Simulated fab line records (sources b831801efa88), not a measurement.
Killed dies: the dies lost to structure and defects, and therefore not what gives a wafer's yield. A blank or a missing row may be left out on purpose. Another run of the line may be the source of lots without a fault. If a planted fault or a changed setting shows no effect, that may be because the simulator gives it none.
One fault through the eyes of 2 desks / flow sky130 / each desk has only its own numbers; what lay behind them comes last

THE METROLOGY DESK
What the gauges read, lot by lot, whatever tool the lot ran on: means of the sampled wafers that have a number. A lot is out of limits, marked OUT, if its mean lies more than 4 standard deviations from the usual mean; the brackets give that distance.
Columns: A = cd_nm at SKY_CONTACT_CD_MEAS_14, usual 169.9 nm; B = CONTACT_W_RS at SKY_CONTACT_RS_MEAS_25, usual 0.3373 ohm/sq
lot=L219; first seen here=day 31 23:41; A=169.1; B=0.3377
lot=L220; first seen here=day 32 09:49; A=168.5; B=0.3383
lot=L222; first seen here=day 33 05:04; A=170.4; B=0.3365
lot=L223; first seen here=day 33 06:34; A=169.9; B=0.3381
lot=L225; first seen here=day 33 19:24; A=194.4 (+19) OUT; B=0.3349
lot=L227; first seen here=day 34 08:48; A=190.2 (+16) OUT; B=0.3388
lot=L228; first seen here=day 34 10:23; A=189.3 (+15) OUT; B=0.3357
lot=L232; first seen here=day 35 19:02; A=168.2; B=0.3360
lot=L229; first seen here=day 35 23:46; A=183.7 (+11) OUT; B=0.3367
lot=L236; first seen here=day 37 11:04; A=170.0; B=0.3359
lot=L238; first seen here=day 37 17:13; A=167.9; B=0.3386
This desk's finding: out of limits on L225, L227, L228, L229; first on L225, day 33 19:24 (cd_nm at SKY_CONTACT_CD_MEAS_14). L219, L220, L222, L223, L232, L236, L238: within limits.

TOOL OWNER'S DESK, krf_scanner-01
The tool's own readings at SKY_CONTACT_EXPOSE_11 (exposes mask CTM1, target cd 170 nm): means of the sampled wafers that have a number, for each lot that ran on this tool. A lot is out of limits, marked OUT, if its mean lies more than 4 standard deviations from the usual mean; the brackets give that distance.
Columns: A = exposure_dose_mJ_cm2 at SKY_CONTACT_EXPOSE_11, usual 37.99
lot=L219; first seen here=day 31 10:37; A=38.04
lot=L220; first seen here=day 31 20:31; A=38.01
lot=L222; first seen here=day 32 15:37; A=38.00
lot=L225; first seen here=day 33 06:20; A=43.30 (+99 or more) OUT
lot=L227; first seen here=day 33 20:26; A=42.23 (+99 or more) OUT
lot=L228; first seen here=day 33 21:40; A=42.27 (+99 or more) OUT
lot=L229; first seen here=day 35 11:07; A=40.69 (+75) OUT
This desk's finding: out of limits on L225, L227, L228, L229; first on L225, day 33 06:20 (exposure_dose_mJ_cm2 at SKY_CONTACT_EXPOSE_11). L219, L220, L222: within limits.

BROUGHT TOGETHER
On L225, L227, L228, L229, at day 33 06:20, an alarm was possible from the tool owner's desk.
An alarm was possible from the metrology desk at day 33 19:24, on L225, L227, L228, L229.
SKY_CONTACT_EXPOSE_11 was run on krf_scanner-01 by each of the lots named.

WHAT HAD BEEN PUT IN BY THE SIMULATOR
Process parameter drift: krf_scanner-01, from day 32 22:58 on, at SKY_CONTACT_EXPOSE_11. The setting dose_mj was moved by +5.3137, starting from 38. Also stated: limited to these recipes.
Lots struck among those shown: L225, L227, L228, L229.
Time in hours from fault onset to the first out-of-limits reading at each desk: tool owner's desk 7, metrology desk 20.
